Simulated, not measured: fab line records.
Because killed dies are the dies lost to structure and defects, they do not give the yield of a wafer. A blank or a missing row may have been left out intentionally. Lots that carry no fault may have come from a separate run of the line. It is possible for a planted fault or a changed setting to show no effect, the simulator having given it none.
Which tool did it? || flow gf180mcu || Sampling: 12 lots, 36 wafers, 2 of 602 route steps

== WHAT THE GAUGES SHOWED, per wafer ==
GF_M5_CD_MEAS_07 targets a cd of 280 nm.
{"lot": "L890", "measured": "day 26 03:17", "on": "cd sem-01", "cd nm (nm)": "280.7 280.9 280.0"}
{"lot": "L891", "measured": "day 26 12:53", "on": "cd sem-01", "cd nm (nm)": "278.1 278.9 278.3"}
{"lot": "L895", "measured": "day 27 20:52", "on": "cd sem-01", "cd nm (nm)": "279.1 280.8 280.7"}
{"lot": "L896", "measured": "day 28 05:37", "on": "cd sem-02", "cd nm (nm)": "279.5 278.3 279.2"}
{"lot": "L897", "measured": "day 28 18:59", "on": "cd sem-01", "cd nm (nm)": "279.3 280.4 280.2"}
{"lot": "L900", "measured": "day 29 13:45", "on": "cd sem-02", "cd nm (nm)": "281.5 281.3 281.4"}
{"lot": "L902", "measured": "day 30 03:49", "on": "cd sem-01", "cd nm (nm)": "278.6 278.8 277.6"}
{"lot": "L905", "measured": "day 30 21:16", "on": "cd sem-01", "cd nm (nm)": "280.1 279.8 279.4"}
{"lot": "L906", "measured": "day 31 02:01", "on": "cd sem-02", "cd nm (nm)": "279.3 279.3 279.1"}
{"lot": "L907", "measured": "day 31 05:53", "on": "cd sem-01", "cd nm (nm)": "276.9 277.0 277.9"}
{"lot": "L912", "measured": "day 32 15:43", "on": "cd sem-02", "cd nm (nm)": "279.1 280.9 279.9"}
{"lot": "L913", "measured": "day 32 17:01", "on": "cd sem-01", "cd nm (nm)": "281.1 279.3 280.2"}

GF_V5_THK_MEAS_01.
{"lot": "L890", "measured": "day 26 04:10", "on": "film metro-01", "V5_CVD_00_THK (nm)": "298 302 298"}
{"lot": "L891", "measured": "day 26 13:49", "on": "film metro-04", "V5_CVD_00_THK (nm)": "303 297 302"}
{"lot": "L895", "measured": "day 27 21:46", "on": "film metro-04", "V5_CVD_00_THK (nm)": "308 301 306"}
{"lot": "L896", "measured": "day 28 06:31", "on": "film metro-04", "V5_CVD_00_THK (nm)": "301 301 305"}
{"lot": "L897", "measured": "day 28 19:55", "on": "film metro-03", "V5_CVD_00_THK (nm)": "303 306 307"}
{"lot": "L900", "measured": "day 29 14:39", "on": "film metro-03", "V5_CVD_00_THK (nm)": "301 304 304"}
{"lot": "L902", "measured": "day 30 04:52", "on": "film metro-04", "V5_CVD_00_THK (nm)": "302 307 302"}
{"lot": "L905", "measured": "day 30 22:10", "on": "film metro-01", "V5_CVD_00_THK (nm)": "304 304 297"}
{"lot": "L906", "measured": "day 31 02:53", "on": "film metro-01", "V5_CVD_00_THK (nm)": "299 299 301"}
{"lot": "L907", "measured": "day 31 06:46", "on": "film metro-03", "V5_CVD_00_THK (nm)": "305 301 303"}
{"lot": "L912", "measured": "day 32 17:03", "on": "film metro-04", "V5_CVD_00_THK (nm)": "300 301 301"}
{"lot": "L913", "measured": "day 32 17:55", "on": "film metro-03", "V5_CVD_00_THK (nm)": "302 300 304"}

== WHICH TOOL RAN EACH LOT (tool, then ch and the chambers of the sampled wafers, then the start) ==
No process step before these readings appears in the record.

== AS READ BY THE TOOLS THEMSELVES (means over the sampled wafers that have a number; for cases with no such wafer, the mark the record gives instead) ==
The record holds no such reading with a usual standard deviation.

== THE ANSWER, worked out from the rows above alone ==
Rule: usual is defined by the lots themselves. The widest of any qualifying gaps counts: lots, ordered by their means at a reading, are off when they make up no more than a third of the lots, leave a main group of 4 or more, and stand apart from it by 3 or more times the standard deviation of that group's means. A main group whose means are all the same, to the digits that the tables above print for the reading, isn't used. Also off: a lot with no number at a reading for which 4 or more lots have one. All remaining lots with rows at the step are treated as sound. Order of review: gauges by route order, followed by the tools' own readings, for which a lot's mean as printed above is used. The first step at which some lot is off is used, and at that step the reading that is off furthest; a lot without a number counts as furthest.
Nothing can be told from this: no lot is off at any reading shown.

== WHAT THE SIMULATOR PUT IN ==
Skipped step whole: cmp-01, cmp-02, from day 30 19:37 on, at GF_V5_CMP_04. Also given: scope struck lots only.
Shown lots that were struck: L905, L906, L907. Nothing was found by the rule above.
